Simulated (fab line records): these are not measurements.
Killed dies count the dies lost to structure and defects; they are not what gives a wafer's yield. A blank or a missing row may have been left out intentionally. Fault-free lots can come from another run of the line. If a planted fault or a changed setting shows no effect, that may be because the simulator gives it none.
Which tool did it? | flow gf180mcu | Sampling: 12 lots, 36 wafers, 6 of 602 route steps

== WHAT THE GAUGES SHOWED, per wafer ==
GF_POLY_GATE_CD_MEAS_18. Usual: cd_nm reads 280.2 nm (standard deviation 1.7).
lot  | measured     | on        | cd_nm (nm)        | flag
L421 | day 9 12:50  | cd_sem-02 | 276.9 277.5 277.6 |
L422 | day 9 19:01  | cd_sem-01 | 279.9 280.7 279.7 |
L423 | day 10 06:48 | cd_sem-02 | 280.2 280.0 281.9 |
L426 | day 11 03:42 | cd_sem-02 | 278.3 282.6 277.8 |
L428 | day 11 16:03 | cd_sem-01 | 280.9 278.9 279.4 |
L429 | day 12 01:16 | cd_sem-01 | 280.5 280.9 281.2 |
L435 | day 13 21:56 | cd_sem-01 | 280.8 282.0 281.3 |
L436 | day 14 00:44 | cd_sem-01 | 279.0 278.9 277.7 |
L437 | day 14 06:37 | cd_sem-02 | 279.1 278.1 277.5 |
L438 | day 14 15:23 | cd_sem-01 | 279.6 280.4 281.0 |
L440 | day 15 08:20 | cd_sem-01 | 280.9 278.7 281.1 |
L443 | day 16 07:24 | cd_sem-01 | 281.9 281.4 282.1 |

GF_HV_LDD_OVL_MEAS_08. Usual: HV_LDD_OVL gives -0.4 nm (standard deviation 1.3).
lot  | measured     | on         | HV_LDD_OVL (nm) | flag
L421 | day 10 06:14 | overlay-02 | 0.7 -0.1 0.6    |
L422 | day 10 12:26 | overlay-01 | -1.0 -0.3 -0.2  |
L423 | day 11 01:38 | overlay-01 | 1.0 -1.4 0.5    |
L426 | day 11 22:40 | overlay-01 | -1.0 -1.3 -0.9  |
L428 | day 12 10:45 | overlay-02 | -0.4 -2.1 -1.2  |
L429 | day 12 20:45 | overlay-02 | -1.0 -1.7 -1.9  |
L435 | day 14 19:05 | overlay-02 | 0.8 -0.6 -1.5   |
L436 | day 14 21:28 | overlay-01 | 2.1 0.1 -1.0    |
L437 | day 15 03:49 | overlay-01 | 2.0 0.6 1.2     |
L438 | day 15 12:19 | overlay-01 | 1.1 1.8 0.9     |
L440 | day 16 04:52 | overlay-01 | 0.5 1.2 1.5     |
L443 | day 17 05:44 | overlay-02 | 0.3 -0.7 -1.3   |

GF_PSD_RS_MEAS_14: measures by four-point-probe. Usual: NSD_RS gives 46.19 ohm/sq (standard deviation 0.095).
lot  | measured     | on            | NSD_RS (ohm/sq)   | flag
L421 | day 14 13:12 | film_metro-04 | 46.21 46.20 46.16 |
L422 | day 14 18:30 | film_metro-01 | 46.25 46.22 46.29 |
L423 | day 15 12:14 | film_metro-03 | 46.07 46.19 46.20 |
L426 | day 16 09:08 | film_metro-01 | 46.22 46.28 46.23 |
L428 | day 16 22:27 | film_metro-01 | 46.28 46.27 46.23 |
L429 | day 17 10:46 | film_metro-01 | 46.12 46.35 46.16 |
L435 | day 19 16:21 | film_metro-01 | 47.76 47.64 47.70 | OFF
L436 | day 19 19:16 | film_metro-04 | 47.61 47.73 47.71 | OFF
L437 | day 20 02:16 | film_metro-01 | 46.28 46.33 46.28 |
L438 | day 20 11:05 | film_metro-04 | 46.24 46.19 46.23 |
L440 | day 21 07:19 | film_metro-04 | 46.20 46.08 46.14 |
L443 | day 22 11:10 | film_metro-01 | 46.20 46.28 46.30 |

== TOOL THAT RAN EACH LOT (tool first, then ch and the chambers of the sampled wafers, then the start) ==
lot  | GF_POLY_GATE_STRIP_14                | GF_NSD_IMPLANT_10               | GF_NSD_STRIP_11
L421 | plasma_asher-04 ch 0,1, day 9 11:20  | implanter-04 ch 0, day 13 15:41 | plasma_asher-04 ch 1, day 13 15:50
L422 | plasma_asher-02 ch 0,1, day 9 16:31  | implanter-02 ch 0, day 13 20:24 | plasma_asher-03 ch 0,1, day 13 20:33
L423 | plasma_asher-01 ch 0,1, day 10 03:35 | implanter-04 ch 0, day 14 14:17 | plasma_asher-03 ch 0,1, day 14 14:26
L426 | plasma_asher-02 ch 0,1, day 11 00:35 | implanter-04 ch 0, day 15 11:40 | plasma_asher-02 ch 0, day 15 11:49
L428 | plasma_asher-04 ch 0,1, day 11 14:25 | implanter-04 ch 0, day 16 00:52 | plasma_asher-02 ch 0,1, day 16 01:00
L429 | plasma_asher-01 ch 0,1, day 11 23:47 | implanter-01 ch 0, day 16 12:10 | plasma_asher-02 ch 0, day 16 12:17
L435 | plasma_asher-02 ch 0,1, day 13 17:24 | implanter-04 ch 0, day 18 15:18 | plasma_asher-03 ch 0,1, day 18 15:25
L436 | plasma_asher-02 ch 0,1, day 13 22:22 | implanter-04 ch 0, day 18 18:22 | plasma_asher-03 ch 0,1, day 18 18:31
L437 | plasma_asher-04 ch 0,1, day 14 04:34 | implanter-02 ch 0, day 19 00:56 | plasma_asher-04 ch 0,1, day 19 01:05
L438 | plasma_asher-01 ch 0,1, day 14 13:56 | implanter-01 ch 0, day 19 10:11 | plasma_asher-03 ch 0,1, day 19 10:20
L440 | plasma_asher-01 ch 0,1, day 15 04:31 | implanter-01 ch 0, day 20 06:38 | plasma_asher-04 ch 0,1, day 20 06:46
L443 | plasma_asher-01 ch 0,1, day 16 01:05 | implanter-01 ch 0, day 21 10:13 | plasma_asher-04 ch 0,1, day 21 10:20
- GF_POLY_GATE_STRIP_14: strips in O2/N2.
- GF_NSD_IMPLANT_10
- GF_NSD_STRIP_11: strips in O2/N2.

== AS READ BY THE TOOLS THEMSELVES (means over the sampled wafers that have a number; for cases with no such wafer, the mark the record gives instead) ==
GF_POLY_GATE_STRIP_14. Usual: drypump_motor_current_A 5.6 A, standard deviation 0.59; heater_power_w 313 W, standard deviation 23; oes_product_au 0.505 a.u., standard deviation 0.005.
lot  | tool            | drypump_motor_current_A (A) | heater_power_w (W) | oes_product_au (a.u.) | flag
L421 | plasma_asher-04 | 5.0                         | 329                | 0.510                 |
L422 | plasma_asher-02 | 5.6                         | 277                | 0.500                 |
L423 | plasma_asher-01 | 6.1                         | 319                | 0.511                 |
L426 | plasma_asher-02 | 5.4                         | 293                | 0.502                 |
L428 | plasma_asher-04 | 5.0                         | 330                | 0.503                 |
L429 | plasma_asher-01 | 6.1                         | 315                | 0.510                 |
L435 | plasma_asher-02 | 5.4                         | 298                | 0.499                 |
L436 | plasma_asher-02 | 5.6                         | 279                | 0.506                 |
L437 | plasma_asher-04 | 5.0                         | 327                | 0.501                 |
L438 | plasma_asher-01 | 5.7                         | 330                | 0.498                 |
L440 | plasma_asher-01 | 5.7                         | 321                | 0.509                 |
L443 | plasma_asher-01 | 6.1                         | 312                | 0.508                 |

GF_NSD_IMPLANT_10. Usual: beam_energy_keV 39.999, standard deviation 0.014; tilt_deg 7.002 degrees, standard deviation 0.02.
lot  | tool         | beam_energy_keV | tilt_deg (degrees) | flag
L421 | implanter-04 | 40.014          | 7.010              |
L422 | implanter-02 | 39.994          | 6.978              |
L423 | implanter-04 | 39.988          | 6.989              |
L426 | implanter-04 | 39.985          | 6.980              |
L428 | implanter-04 | 39.997          | 6.986              |
L429 | implanter-01 | 39.993          | 7.003              |
L435 | implanter-04 | 39.992          | 7.011              |
L436 | implanter-04 | 40.002          | 7.020              |
L437 | implanter-02 | 40.004          | 7.024              |
L438 | implanter-01 | 40.004          | 7.006              |
L440 | implanter-01 | 39.987          | 6.995              |
L443 | implanter-01 | 39.990          | 7.022              |

GF_NSD_STRIP_11. Usual: drypump_motor_current_A 5.37 A, standard deviation 0.25; heater_power_w 303 W, standard deviation 24; oes_product_au 0.487 a.u., standard deviation 0.0042; strip_time_to_endpoint_s 22.97 s, standard deviation 0.044.
lot  | tool            | drypump_motor_current_A (A) | heater_power_w (W) | oes_product_au (a.u.) | strip_time_to_endpoint_s (s) | flag
L421 | plasma_asher-04 | 5.13                        | 312                | 0.486                 | 22.96                        |
L422 | plasma_asher-03 | 5.53                        | 291                | 0.487                 | 22.89                        |
L423 | plasma_asher-03 | 5.54                        | 293                | 0.494                 | 22.95                        |
L426 | plasma_asher-02 | 5.66                        | 266                | 0.489                 | 22.97                        |
L428 | plasma_asher-02 | 5.55                        | 281                | 0.490                 | 23.02                        |
L429 | plasma_asher-02 | 5.66                        | 267                | 0.488                 | 22.99                        |
L435 | plasma_asher-03 | 5.53                        | 299                | 0.487                 | 22.85                        |
L436 | plasma_asher-03 | 5.51                        | 305                | 0.485                 | 22.84                        |
L437 | plasma_asher-04 | 5.00                        | 336                | 0.490                 | 23.05                        |
L438 | plasma_asher-03 | 5.55                        | 296                | 0.486                 | 22.97                        |
L440 | plasma_asher-04 | 5.04                        | 317                | 0.486                 | 22.98                        |
L443 | plasma_asher-04 | 5.07                        | 311                | 0.491                 | 22.98                        |

== THE ANSWER, worked out from the rows above alone ==
Rule: a lot is off if the mean of its wafers that have a number lies more than 3 standard deviations from the usual mean. A lot without any number at a reading at which 4 lots or more have one is off too. All remaining lots with rows at the step are treated as sound. After the gauges, taken in route order, come the tools' own readings; for these a lot's mean is taken, as printed above. The first step at which some lot is off is used, and at that step the reading that is off furthest; a lot without a number counts as furthest.
Off: L435, L436, seen at GF_PSD_RS_MEAS_14 (NSD_RS).
A tool fits if, at a process step before that reading, it ran every lot that is off, and no sound lot after the first of them. The gauges at GF_PSD_RS_MEAS_14 are tried like those tools. 2 tools fit, plasma_asher-02 at GF_POLY_GATE_STRIP_14 and implanter-04 at GF_NSD_IMPLANT_10, so this cannot tell which one it is.

== WHAT THE SIMULATOR HAD PUT IN ==
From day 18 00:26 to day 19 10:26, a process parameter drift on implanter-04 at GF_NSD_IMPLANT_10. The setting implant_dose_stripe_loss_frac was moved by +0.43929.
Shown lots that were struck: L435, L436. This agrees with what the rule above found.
